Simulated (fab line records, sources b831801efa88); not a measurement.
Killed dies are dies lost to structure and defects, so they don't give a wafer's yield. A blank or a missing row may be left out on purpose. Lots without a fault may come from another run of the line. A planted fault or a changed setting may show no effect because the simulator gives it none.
Which tool did it? | flow gf180mcu | 13 lots, 39 wafers sampled, at 4 steps of a route of 602

WHAT THE GAUGES READ, wafer by wafer
GF_HV_LDD_OVL_MEAS_08.
lot  | measured     | on         | HV_LDD_OVL (nm)
L123 | day 9 18:53  | overlay-02 | -1.7 -1.5 -0.7
L124 | day 10 02:17 | overlay-01 | 0.4 -0.6 -1.3
L127 | day 11 07:17 | overlay-01 | -1.6 -2.1 -2.0
L126 | day 11 07:32 | overlay-02 | -0.2 0.3 0.4
L128 | day 11 23:14 | overlay-02 | 2.5 0.4 1.3
L129 | day 12 09:41 | overlay-01 | -1.5 -0.1 -2.1
L131 | day 12 19:02 | overlay-01 | -1.9 -2.0 -0.2
L133 | day 13 12:29 | overlay-01 | -0.7 -0.2 -1.1
L134 | day 13 16:38 | overlay-01 | -1.0 -2.6 -1.0
L135 | day 13 22:16 | overlay-02 | -1.2 -2.8 -2.4
L136 | day 13 23:53 | overlay-02 | -1.5 -2.0 -1.9
L142 | day 15 20:29 | overlay-01 | -1.3 -1.7 -1.2
L145 | day 16 18:53 | overlay-01 | 1.1 0.1 1.5

GF_HV_LDD_OVL_MEAS_20.
lot  | measured     | on         | HV_LDD_01_OVL (nm)
L123 | day 10 11:59 | overlay-01 | -3.6 -2.1 -3.6
L124 | day 10 19:14 | overlay-01 | -2.4 -2.2 -0.5
L127 | day 12 01:50 | overlay-01 | -0.2 -0.6 -2.4
L126 | day 12 02:38 | overlay-02 | -1.8 -1.7 -2.2
L128 | day 12 18:44 | overlay-02 | -4.4 -5.1 -4.0
L129 | day 13 05:29 | overlay-02 | -0.6 0.2 1.2
L131 | day 13 14:47 | overlay-01 | 1.6 -0.6 2.0
L133 | day 14 09:02 | overlay-02 | -2.2 -1.5 -2.7
L134 | day 14 13:18 | overlay-01 | -2.4 -1.5 -0.8
L135 | day 14 19:20 | overlay-01 | -2.5 -3.0 -2.3
L136 | day 14 20:59 | overlay-02 | -3.7 -1.9 -2.2
L142 | day 16 19:12 | overlay-02 | -3.6 -2.3 -2.6
L145 | day 17 17:58 | overlay-02 | -3.0 -2.0 -2.6

GF_HV_LDD_CD_MEAS_31: target cd 400 nm.
lot  | measured     | on        | cd_nm (nm)
L123 | day 11 06:19 | cd_sem-02 | 398.9 402.3 400.9
L124 | day 11 13:46 | cd_sem-02 | 396.7 398.1 397.8
L127 | day 12 21:09 | cd_sem-02 | 397.6 397.1 397.7
L126 | day 12 22:07 | cd_sem-01 | 401.3 401.6 399.4
L128 | day 13 14:08 | cd_sem-02 | 399.0 397.0 399.3
L129 | day 14 02:39 | cd_sem-01 | 401.0 399.7 399.5
L131 | day 14 11:28 | cd_sem-01 | 392.2 393.7 393.6
L133 | day 15 06:41 | cd_sem-02 | 393.4 394.7 395.1
L134 | day 15 11:11 | cd_sem-01 | 399.1 402.1 399.9
L135 | day 15 16:51 | cd_sem-01 | 394.8 394.7 395.3
L136 | day 15 19:04 | cd_sem-02 | 400.5 400.5 398.8
L142 | day 17 18:46 | cd_sem-02 | 396.4 396.8 397.1
L145 | day 18 17:17 | cd_sem-01 | 398.1 398.9 398.0

WHICH TOOL RAN EACH LOT (tool, then ch and the chambers of the sampled wafers, then the start)
lot  | GF_HV_LDD_EXPOSE_28
L123 | iline_stepper-02 ch 0, day 10 20:53
L124 | iline_stepper-02 ch 0, day 11 04:52
L127 | iline_stepper-02 ch 0, day 12 11:34
L126 | iline_stepper-02 ch 0, day 12 12:34
L128 | iline_stepper-01 ch 0, day 13 04:32
L129 | iline_stepper-01 ch 0, day 13 16:33
L131 | iline_stepper-01 ch 0, day 14 01:02
L133 | iline_stepper-01 ch 0, day 14 20:24
L134 | iline_stepper-02 ch 0, day 15 00:10
L135 | iline_stepper-01 ch 0, day 15 05:55
L136 | iline_stepper-02 ch 0, day 15 08:02
L142 | iline_stepper-02 ch 0, day 17 06:44
L145 | iline_stepper-02 ch 0, day 18 05:45
- GF_HV_LDD_EXPOSE_28: exposes mask Nplus HV AREA, target cd 400 nm.

WHAT THE TOOLS THEMSELVES READ (means of the sampled wafers that have a number; where no wafer has one, the mark that the record gives instead)
GF_HV_LDD_EXPOSE_28.
lot  | tool             | exposure_dose_mJ_cm2 | reticle_temp_C (C)
L123 | iline_stepper-02 | 140.03               | 23.07
L124 | iline_stepper-02 | 139.91               | 23.05
L127 | iline_stepper-02 | 139.99               | 22.95
L126 | iline_stepper-02 | 139.92               | 22.98
L128 | iline_stepper-01 | 140.09               | 22.90
L129 | iline_stepper-01 | 140.08               | 23.03
L131 | iline_stepper-01 | 136.75               | 23.03
L133 | iline_stepper-01 | 136.54               | 23.01
L134 | iline_stepper-02 | 140.15               | 23.05
L135 | iline_stepper-01 | 136.74               | 23.27
L136 | iline_stepper-02 | 139.96               | 22.84
L142 | iline_stepper-02 | 140.10               | 22.95
L145 | iline_stepper-02 | 140.02               | 23.15

THE ANSWER, worked out from the rows above alone
Rule: what is usual is taken from the lots themselves. Put in order of their means at a reading, lots are off if they are a third of the lots or fewer, leave a main group of 4 or more, and stand apart from it by a gap of 3 or more times the standard deviation of the main group's means; of several such gaps the widest counts. A main group whose means are all the same, to the digits that the tables above print for the reading, isn't used. A lot without any number at a reading at which 4 lots or more have one is off too. The other lots that the step has rows for count as sound. The gauges are gone through in route order, then the tools' own readings, and for those a lot's mean is taken as printed above. The first step at which some lot is off is used, and at that step the reading that is off furthest; a lot without a number counts as furthest.
Off: L131, L133, L135, at GF_HV_LDD_EXPOSE_28 (exposure_dose_mJ_cm2). The main group: mean 140.03, standard deviation 0.076.
A tool fits if, at that step or a process step before it, it ran every lot that is off, and no sound lot after the first of them. One fits: iline_stepper-01 at GF_HV_LDD_EXPOSE_28. Its last sound lot is L129 (day 13 16:33), its first lot that is off L131 (day 14 01:02): a fault that began between those two fits.
The tool's own readings at GF_HV_LDD_EXPOSE_28 bear it out: on the lots that are off they differ by more than 5 times the standard deviation of the sound lots' means. exposure_dose_mJ_cm2 reads 136.68 there against 140.03 on the sound lots.

WHAT THE SIMULATOR HAD PUT IN
Process parameter drift: iline_stepper-01, from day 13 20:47 on, at GF_HV_LDD_EXPOSE_28. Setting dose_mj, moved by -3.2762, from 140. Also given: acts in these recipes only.
Lots struck among those shown: L131, L133, L135. The rule above found the same.
